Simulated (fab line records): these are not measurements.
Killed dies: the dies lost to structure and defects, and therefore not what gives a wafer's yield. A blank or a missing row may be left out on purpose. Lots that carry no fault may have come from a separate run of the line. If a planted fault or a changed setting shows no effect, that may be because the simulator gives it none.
Matching of chambers ; flow sky130 ; rie diel-02 running SKY_LI_CONTACT_ETCH_15: 3 sister chambers
The step etches PSG in C4F8/O2/Ar, stops on Si, target depth 600 nm. 18 wafers are shown with their chamber, then 6 later ones without.

== WAFERS, EACH WITH ITS CHAMBER ==
wafer;chamber;bias w (W);rf fwd power W (W);oes product au (a.u.)
L074.3;3;1201;1489;0.829
L074.5;0;1197;1496;0.840
L074.6;3;1202;1490;0.842
L075.2;0;1203;1487;0.834
L075.3;3;1196;1498;0.830
L075.6;0;1200;1496;0.838
L076.1;1;1194;1494;0.833
L076.2;0;1201;1487;0.831
L076.6;1;1196;1485;0.837
L077.2;3;1201;1495;0.846
L077.3;1;1203;1495;0.838
L077.4;0;1193;1497;0.842
L084.2;3;1200;1486;0.834
L084.3;1;1201;1491;0.835
L084.6;3;1203;1487;0.832
L087.2;3;1204;1489;0.838
L087.4;0;1201;1501;0.840
L087.6;3;1203;1493;0.842

SIGNATURES, as means of the wafers listed above
reading;chamber 0;chamber 1;chamber 3;scatter within a chamber
bias w;1199.17;1198.50;1201.25;3.28
rf fwd power W;1494.00;1491.25;1490.88;4.79
oes product au;0.83750;0.83575;0.83662;0.00503
Rule: for a wafer and a chamber, the distance is found by dividing, reading by reading, the gap between the wafer's reading and the chamber's mean by the reading's scatter, squaring, summing and taking the root. If the next closest chamber is less than 2 further off than the closest, the wafer can't be placed; otherwise it belongs to the closest. The scatter is the square root of a quotient: the sum, over the shown wafers, of each reading's squared deviation from its chamber's mean, divided by wafers minus chambers.

== WAFERS WITH NO CHAMBER GIVEN ==
wafer;bias w (W);rf fwd power W (W);oes product au (a.u.)
L090.2;1199;1489;0.846
L090.4;1198;1501;0.836
L091.1;1199;1499;0.841
L091.4;1197;1500;0.834
L097.2;1198;1493;0.835
L097.6;1198;1504;0.830

== EACH ONE'S CHAMBER ==
wafer;from the rows above;in truth
L090.2;can't be placed: 0 or 3 or 1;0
L090.4;can't be placed: 0 or 1 or 3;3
L091.1;can't be placed: 0 or 1 or 3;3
L091.4;can't be placed: 0 or 1 or 3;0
L097.2;can't be placed: 1 or 0 or 3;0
L097.6;can't be placed: 0 or 1 or 3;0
Correctly placed: 0 of 6. These rows do not allow placing 6 (true chamber among the candidates in 6). Number placed wrongly: 0.
